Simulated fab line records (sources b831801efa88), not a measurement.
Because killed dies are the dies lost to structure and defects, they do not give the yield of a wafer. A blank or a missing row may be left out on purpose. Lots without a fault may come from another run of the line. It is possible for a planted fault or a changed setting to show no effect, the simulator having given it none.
Struck lot and sound lot, side by side ; flow sky130 ; 18 steps out of a route of 708
Sound: these wafers, L380.1, L380.5, L380.6. Struck: wafer L387.3 (left out: L387.1, a lot-mate that was not struck); the cause follows at the end.
At each step with rows: each side's tool, then ch and its chambers, then its first start. Under that, the readings that differ: sound wafers ; struck wafers ; difference of the means ; sigmas: that difference in standard deviations of wafers without a fault.
alike: readings whose means differ by less than 2 such deviations, and words and numbers that are the same on both sides. not compared: withheld readings, readings that some wafer has no value for, bounds like >300 that may hide the same value, and numbers for which the record gives no deviation and whose values overlap.
The two part at a step that has a row with sigmas, a row that says differs or no value, or rows on one side only. When numbers do not overlap yet have no deviation, they are printed without sigmas and do not part them. Lack of a reading on every wafer of one side parts them only where that side has two or more wafers.

first, 3 steps without rows for these wafers: SKY_VIA2_EXPOSE_09 (exposes mask VIM2, target cd 200 nm); SKY_VIA2_PEB_10; SKY_VIA2_DEVELOP_11 (develop time 60 s).
SKY_VIA2_CD_MEAS_12 targets a cd of 200 nm.
  sound on cd_sem-01 at day 36 18:25; struck on cd_sem-02 at day 39 07:40
  alike: cd_nm
SKY_VIA2_OVL_MEAS_13:
  sound on overlay-01 at day 36 18:32; struck on overlay-01 at day 39 07:47
  alike: VIA2_OVL
SKY_VIA2_ETCH_14: etches BARC in N2/H2, stops on SiO2, time 45.9 s, target depth 60 nm.
  sound on rie_diel-01 ch 0,2,3, day 36 18:35; struck on rie_diel-01 ch 1, day 39 07:49
reading;sound;struck;difference;sigmas
drypump_motor_current_A (A);5.8 5.6 5.4;4.6;-1.0;-3
throttle_valve_pct (%);13.219 13.221 13.234;13.245;+0.020;+2
  alike: oes_product_au
  not compared: rf_hours_counter_h
SKY_VIA2_ETCH_15: etches SiO2 in C4F8/O2/Ar, stops on TiN, target depth 546 nm, time 84 s.
  sound on rie_diel-01 ch 0,2,3, day 36 18:37; struck on rie_diel-01 ch 1, day 39 07:52
  alike: oes_product_au
  not compared: rf_hours_counter_h
SKY_VIA2_STRIP_16: strips in O2/N2.
  sound on plasma_asher-03 ch 0,1, day 36 18:41; struck on plasma_asher-02 ch 0, day 39 07:55
  alike: drypump_motor_current_A, oes_product_au, strip_time_to_endpoint_s
  not compared: rf_hours_counter_h
then, 3 steps without rows for these wafers: SKY_VIA2_STRIP_17 (strips in post etch residue remover, time 1200 s); SKY_VIA2_CLEAN_18 (cleans in IPA, time 180 s); SKY_VIA2_CLEAN_19 (cleans in O3/DIW).
SKY_VIA2_SPUTTER_20: material TiN, target thk 20 nm, time 80 s.
  sound on pvd_sputter-03 at day 36 19:17; struck on pvd_sputter-01 at day 39 08:31
  alike: throttle_valve_pct
SKY_VIA2_CVD_21: deposits W, target thk 420 nm, time 126.4 s.
  sound on cvd_w-02 ch 0,1, day 36 19:20; struck on cvd_w-02 ch 0, day 39 08:35
reading;sound;struck;difference;sigmas
model.W_of_VIA2_CVD_21.thk_nm (nm);427.4 428.5 415;795.7;+372.1;
  alike: heater_power_w
SKY_VIA2_RS_MEAS_22: the measuring method here is four-point-probe.
  sound on film_metro-01 at day 36 19:28; struck on film_metro-01 at day 39 08:59
reading;sound;struck;difference;sigmas
VIA2_W_RS (ohm/sq);0.268 0.267 0.275;0.143;-0.127;-30
  not compared: hold
SKY_VIA2_THK_MEAS_23: measures by xrf.
  sound on film_metro-01 at day 36 19:35; struck on film_metro-01 at day 39 12:49
  not compared: hold, VIA2_W_THK
SKY_VIA2_CMP_24: polishes, stops on SiO2, t overpolish 20 s, target thk 0 nm.
  sound on cmp-01 ch 1,2, day 36 19:42; struck on cmp-02 ch 1, day 39 17:17
reading;sound;struck;difference;sigmas
hold;- - -;await_dispo/4.2h/release;no value on the sound wafers;
time_to_endpoint_s (s);108 108 98;202;+97;+26
  alike: head_pressure_psi, motor_current_A, platen_rpm, retaining_ring_pressure_frac
SKY_METAL3_SPUTTER_00: material Ti, target thk 15 nm, time 10 s.
  sound on pvd_sputter-04 at day 36 19:57; struck on pvd_sputter-03 at day 39 17:35
  alike: throttle_valve_pct
then, 1 step without rows for these wafers: SKY_PAD_OPEN_PROBE_99.

WHERE THEY PART
First at SKY_VIA2_ETCH_14; last, within this record, at SKY_VIA2_CMP_24. Later steps at which nothing parts them and some readings are alike: SKY_METAL3_SPUTTER_00.

WHY: the cause the simulator had injected
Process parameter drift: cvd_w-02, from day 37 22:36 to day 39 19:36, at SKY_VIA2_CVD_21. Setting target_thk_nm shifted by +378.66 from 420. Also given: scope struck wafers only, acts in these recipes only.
